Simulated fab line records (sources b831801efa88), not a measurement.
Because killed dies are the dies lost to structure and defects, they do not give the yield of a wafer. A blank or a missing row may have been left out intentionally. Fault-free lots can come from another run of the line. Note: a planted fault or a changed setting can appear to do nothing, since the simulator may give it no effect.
One fault seen from 2 desks | flow sky130 | every desk sees just its own numbers, and what lay behind them comes last

== AT THE TOOL OWNER'S DESK: litho track-03 ==
The tool's own readings at SKY_POLY_GATE_COAT_07 (resist thk 110 nm): means of the sampled wafers that have a number, for each lot that ran on this tool. The brackets show how far a lot's mean lies from the usual mean; more than 4 standard deviations puts the lot out of limits, marked OUT.
Columns: A = spin speed rpm at SKY_POLY_GATE_COAT_07, usual 3000.1 rpm
lot  | first seen here | A
L128 | day 16 05:47    | 2999.6
L135 | day 18 19:45    | 3048.8 (+26) OUT
L138 | day 20 02:18    | 3046.3 (+24) OUT
This desk's verdict: out of limits on L135, L138, starting with L135 at day 18 19:45 (spin speed rpm at SKY_POLY_GATE_COAT_07). L128 stayed within limits.

== THE METROLOGY DESK ==
What the gauges read, lot by lot, whatever tool the lot ran on: means of the sampled wafers that have a number. The brackets show how far a lot's mean lies from the usual mean; more than 4 standard deviations puts the lot out of limits, marked OUT.
Columns: A = POLY_GATE_TW at SKY_RES_PROTECT_TW_MEAS_08, usual 4054; B = POLY_GATE_CVD_03_THK at SKY_POLY_GATE_THK_MEAS_04, usual 75.6 nm; C = cd nm at SKY_POLY_GATE_CD_MEAS_13, usual 149.8 nm; D = POLY_GATE_OVL at SKY_POLY_GATE_OVL_MEAS_14, usual -1 nm
lot  | first seen here | A    | B    | C     | D
L128 | day 15 14:26    | 4120 | 75.2 | 152.0 | 1
L135 | day 18 03:37    | 4041 | 74.7 | 150.3 | -1
L138 | day 19 09:49    | 4043 | 76.2 | 150.7 | -9
L139 | day 19 11:52    | 4024 | 77.0 | 148.2 | -4
L143 | day 21 04:19    | 4033 | 75.9 | 150.1 | 4
L147 | day 22 04:25    | 4005 | 74.4 | 149.9 | -1
This desk's finding: nothing out of limits on any of the 6 lots.

== PUT TOGETHER ==
The tool owner's desk had the chance to raise an alarm at day 18 19:45 on L135, L138.
From the metrology desk's view, nothing was out of limits.
The metrology desk holds a record of L135, L138, inside its limits.
Every lot named ran SKY_POLY_GATE_COAT_07 on litho track-03.

== WHAT THE SIMULATOR PUT IN ==
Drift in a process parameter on litho track-03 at SKY_POLY_GATE_COAT_07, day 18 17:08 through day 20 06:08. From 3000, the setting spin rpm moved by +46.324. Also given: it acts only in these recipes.
Struck lots among those shown: L135, L138.
Time in hours from fault onset to the first out-of-limits reading at each desk: the tool owner's desk, 3.
